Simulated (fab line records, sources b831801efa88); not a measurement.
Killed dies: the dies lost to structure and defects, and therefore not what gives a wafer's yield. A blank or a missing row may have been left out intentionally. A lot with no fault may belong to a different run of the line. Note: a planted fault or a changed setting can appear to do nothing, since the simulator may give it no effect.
Struck lot and sound lot, side by side    flow sky130    30 out of 708 route steps
Sound: these wafers, L592.1, L592.5, L592.6. The struck wafers were L581.3, L581.5, L581.6. The cause is given at the end.
Each step with rows lists, per side, the tool, then ch with its chambers, then its first start. Under that, the readings that differ: sound wafers    struck wafers    difference of the means    sigmas: that difference in standard deviations of wafers without a fault.
alike: readings with means less than 2 such deviations apart, plus words and numbers identical on both sides. not compared: withheld readings, readings lacking a value on some wafer, bounds such as >300 that could conceal the same value, and numbers that have no deviation in the record and whose values overlap.
Wherever a step has rows on one side only, a row that says differs or no value, or a row with sigmas, the two part there. When numbers do not overlap yet have no deviation, they are printed without sigmas and do not part them. A reading that every wafer of one side lacks parts them only if that side has two wafers or more.

SKY_PWDE_STRIP_09: strips in O2/N2.
  sound on plasma_asher-04 ch 0,1, day 7 07:24; struck on plasma_asher-04 ch 0,1, day 4 22:11
reading                       sound              struck             difference  sigmas
strip_time_to_endpoint_s (s)  36.89 36.77 36.73  37.01 37.00 36.99  +0.20       +2
  alike: drypump_motor_current_A, oes_product_au
  not compared: rf_hours_counter_h
SKY_PWDE_TW_MEAS_10:
  sound on film_metro-02 at day 7 07:30; struck on film_metro-01 at day 4 22:17
reading  sound              struck             difference  sigmas
PWDE_TW  370.0 374.2 374.5  378.1 378.6 379.6  +5.9        +2
then, 7 steps without rows for these wafers: SKY_NWELL_DEHYDRATE_03 (time 60 s); SKY_NWELL_HMDS_04 (prime time 60 s); SKY_NWELL_COAT_05 (resist thk 3000 nm); SKY_NWELL_SOFTBAKE_06; SKY_NWELL_EXPOSE_07 (exposes mask NWM, target cd 840 nm); SKY_NWELL_PEB_08; SKY_NWELL_DEVELOP_09 (develop time 60 s).
SKY_NWELL_OVL_MEAS_10:
  sound on overlay-02 at day 8 03:19; struck on overlay-01 at day 5 15:35
  alike: NWELL_00_OVL
then, 2 steps without rows for these wafers: SKY_NWELL_IMPLANT_11; SKY_NWELL_IMPLANT_12.
SKY_NWELL_IMPLANT_13:
  sound on implanter-03 ch 0, day 8 03:42; struck on implanter-02 ch 0, day 5 16:16
SKY_NWELL_STRIP_14: strips in O2/N2.
  sound on plasma_asher-03 ch 0,1, day 8 03:51; struck on plasma_asher-02 ch 0,1, day 5 16:25
  alike: drypump_motor_current_A, oes_product_au, strip_time_to_endpoint_s
  not compared: rf_hours_counter_h
SKY_NWELL_TW_MEAS_15:
  sound on film_metro-03 at day 8 03:57; struck on film_metro-03 at day 5 16:29
  alike: NWELL_TW
then, 7 steps without rows for these wafers: SKY_NWELL_DEHYDRATE_16 (time 60 s); SKY_NWELL_HMDS_17 (prime time 60 s); SKY_NWELL_COAT_18 (resist thk 3000 nm); SKY_NWELL_SOFTBAKE_19; SKY_NWELL_EXPOSE_20 (exposes mask NWM COMPLEMENT, target cd 840 nm); SKY_NWELL_PEB_21; SKY_NWELL_DEVELOP_22 (develop time 60 s).
SKY_NWELL_OVL_MEAS_23:
  sound on overlay-02 at day 9 01:07; struck on overlay-02 at day 6 11:32
  alike: NWELL_01_OVL
following that, these wafers have no rows for 1 step: SKY_NWELL_IMPLANT_24.
SKY_NWELL_STRIP_25: strips in O2/N2.
  sound on plasma_asher-01 ch 0,1, day 9 01:19; struck on plasma_asher-02 ch 0,1, day 6 11:44
  alike: drypump_motor_current_A, oes_product_au, strip_time_to_endpoint_s
  not compared: rf_hours_counter_h
SKY_NWELL_TW_MEAS_26:
  sound on film_metro-02 at day 9 01:25; struck on film_metro-01 at day 6 11:50
reading     sound        struck       difference  sigmas
NWELL_2_TW  495 495 497  503 503 503  +7          +2
then, 1 step without rows for these wafers: SKY_NWELL_CLEAN_27 (cleans in SC1/SC2, time 150 s).
SKY_NWELL_RTA_28: time 30 s.
  sound on rtp_anneal-02 ch 0, day 9 01:32; struck on rtp_anneal-01 ch 0, day 6 11:57
  alike: lamp_power_pct, wafer_temp_C_max
SKY_NWELL_RS_MEAS_29: the measuring method here is four-point-probe.
  sound on film_metro-03 at day 9 01:38; struck on film_metro-03 at day 6 12:04
reading            sound              struck             difference  sigmas
NWELL_RS (ohm/sq)  626.7 622.4 623.5  605.7 605.5 605.4  -18.7       -8
-- the record jumps here: 41 days lie between the struck wafers' starts before and after (it left off in module NWELL and takes up again in module PAD_OPEN, whose first step shown is number 708 of the route) --
SKY_PAD_OPEN_PROBE_99:
  sound on prober-02 at day 49 17:50; struck on prober-01 at day 47 02:15
reading                                 sound                          struck                         difference  sigmas
model.etest.nfet_16v.r_on_ohm_um        1.417e+04 1.408e+04 1.417e+04  1.354e+04 1.354e+04 1.348e+04  -6.200e+02  
model.etest.pfet_16v.r_on_ohm_um        1.517e+04 1.483e+04 1.496e+04  1.584e+04 1.589e+04 1.574e+04  +8.367e+02  
model.etest.pfet_g5v0d10v5.r_on_ohm_um  4661 4587 4643                 5096 5175 5179                 +520        
model.etest.tip_p.rs_ohm_sq             6735 6805 6766                 7150 7089 7189                 +374        
model.etest.tip_p_5v.rs_ohm_sq          2852 2854 2836                 2976 2964 2945                 +114        
model.etest.pfet_01v8.r_on_ohm_um       2863 2803 2786                 3069 3076 3056                 +250        
model.etest.pfet_g5v0d10v5.drive_ua_um  351.7 354.2 351.5              316.4 313.8 311.4              -38.6       
model.etest.pfet_01v8_lvt.drive_ua_um   177.7 180.9 180.9              150.8 151.8 149.7              -29.1       
  alike: killed_at_M0_to_M3, killed_at_M4_up, killed_at_contacts, killed_at_front_end, killed_at_other, killed_dies, killed_open, killed_short

== WHERE THEY PART ==
At SKY_PWDE_STRIP_09 first; at SKY_NWELL_RS_MEAS_29 last (within this record only). Later steps at which nothing parts them and some readings are alike: SKY_PAD_OPEN_PROBE_99.

WHY: whatever the simulator had introduced
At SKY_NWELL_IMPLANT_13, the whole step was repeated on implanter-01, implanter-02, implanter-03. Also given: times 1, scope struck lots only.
